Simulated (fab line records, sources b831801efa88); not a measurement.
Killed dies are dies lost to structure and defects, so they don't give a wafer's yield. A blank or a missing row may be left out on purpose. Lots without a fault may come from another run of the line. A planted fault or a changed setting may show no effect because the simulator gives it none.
A struck lot beside a sound one | flow sky130 | 17 steps out of a route of 708
Sound: wafers L674.1, L674.3, L674.4. Struck: wafers L689.1, L689.4, L689.6. The cause comes at the end.
At each step with rows: each side's tool, then ch and its chambers, then its first start. Under that, the readings that differ: sound wafers | struck wafers | difference of the means | sigmas: that difference in standard deviations of wafers without a fault.
alike: readings whose means differ by less than 2 such deviations, and words and numbers that are the same on both sides. not compared: withheld readings, readings that some wafer has no value for, bounds like >300 that may hide the same value, and numbers for which the record gives no deviation and whose values overlap.
The two part at a step that has a row with sigmas, a row that says differs or no value, or rows on one side only. Numbers that don't overlap but have no deviation are shown without sigmas and don't part them. A reading that every wafer of one side lacks parts them only if that side has two wafers or more.

first, 1 step without rows for these wafers: SKY_NWELL_IMPLANT_24.
SKY_NWELL_STRIP_25: strips in O2/N2.
  sound on plasma_asher-01 ch 0,1, day 7 05:37; struck on plasma_asher-02 ch 0,1, day 11 00:44
  alike: drypump_motor_current_A, o2_flow_sccm, oes_product_au, strip_time_to_endpoint_s
  not compared: rf_hours_counter_h
SKY_NWELL_TW_MEAS_26:
  sound on film_metro-01, day 7 05:43; struck on film_metro-01, day 11 00:50
  alike: NWELL_2_TW
then, 1 step without rows for these wafers: SKY_NWELL_CLEAN_27 (cleans in SC1/SC2, time 150 s).
SKY_NWELL_RTA_28: time 30 s.
  sound on rtp_anneal-01 ch 0, day 7 05:50; struck on rtp_anneal-02 ch 0, day 11 00:56
  alike: lamp_power_pct, ramp_up_c_per_s, wafer_temp_C_max
SKY_NWELL_RS_MEAS_29: measures by four-point-probe.
  sound on film_metro-02, day 7 05:56; struck on film_metro-04, day 11 01:02
  alike: NWELL_RS
SKY_NWELL_RS_MEAS_31: measures by four-point-probe.
  sound on film_metro-02, day 7 06:10; struck on film_metro-04, day 11 01:17
  alike: PWDE_RS
then, 4 steps without rows for these wafers: SKY_VT_ADJUST_HVTP_DEHYDRATE_00 (time 60 s); SKY_VT_ADJUST_HVTP_HMDS_01 (prime time 60 s); SKY_VT_ADJUST_HVTP_COAT_02 (resist thk 1140 nm); SKY_VT_ADJUST_HVTP_SOFTBAKE_03 (time 60 s).
SKY_VT_ADJUST_HVTP_EXPOSE_04: exposes mask HVTPM, target cd 380 nm.
  sound on iline_stepper-01 ch 0, day 7 16:07; struck on iline_stepper-01 ch 0, day 11 13:37
  reading              | sound                | struck               | difference | sigmas
  exposure_dose_mJ_cm2 | 140.01 140.06 140.01 | 142.25 142.23 142.16 | +2.19      | +15
  alike: mask
then, 2 steps without rows for these wafers: SKY_VT_ADJUST_HVTP_PEB_05; SKY_VT_ADJUST_HVTP_DEVELOP_06 (develop time 60 s).
SKY_VT_ADJUST_HVTP_CD_MEAS_07: target cd 380 nm.
  sound on cd_sem-02, day 8 01:55; struck on cd_sem-02, day 12 01:13
  reading    | sound             | struck            | difference | sigmas
  cd_nm (nm) | 379.5 381.1 382.9 | 389.9 390.2 387.8 | +8.1       | +4
SKY_VT_ADJUST_HVTP_OVL_MEAS_08:
  sound on overlay-01, day 8 02:02; struck on overlay-02, day 12 01:20
  alike: VT_ADJUST_HVTP_OVL
-- the record jumps here: 39 days lie between the struck wafers' starts before and after (it left off in module VT_ADJUST_HVTP and takes up again in module PAD_OPEN, whose first step shown is number 708 of the route) --
SKY_PAD_OPEN_PROBE_99:
  sound on prober-01, day 48 10:28; struck on prober-02, day 51 00:47
  alike: killed_at_M0_to_M3, killed_at_M4_up, killed_at_contacts, killed_at_front_end, killed_at_other, killed_dies, killed_open, killed_short

WHERE THEY PART
First at SKY_VT_ADJUST_HVTP_EXPOSE_04; last, within this record, at SKY_VT_ADJUST_HVTP_CD_MEAS_07. Later steps at which nothing parts them and some readings are alike: SKY_VT_ADJUST_HVTP_OVL_MEAS_08, SKY_PAD_OPEN_PROBE_99.

WHY: what the simulator had put in
Process parameter drift: iline_stepper-01, from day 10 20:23 on, at SKY_VT_ADJUST_HVTP_EXPOSE_04. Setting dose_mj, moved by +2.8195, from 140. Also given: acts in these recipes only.
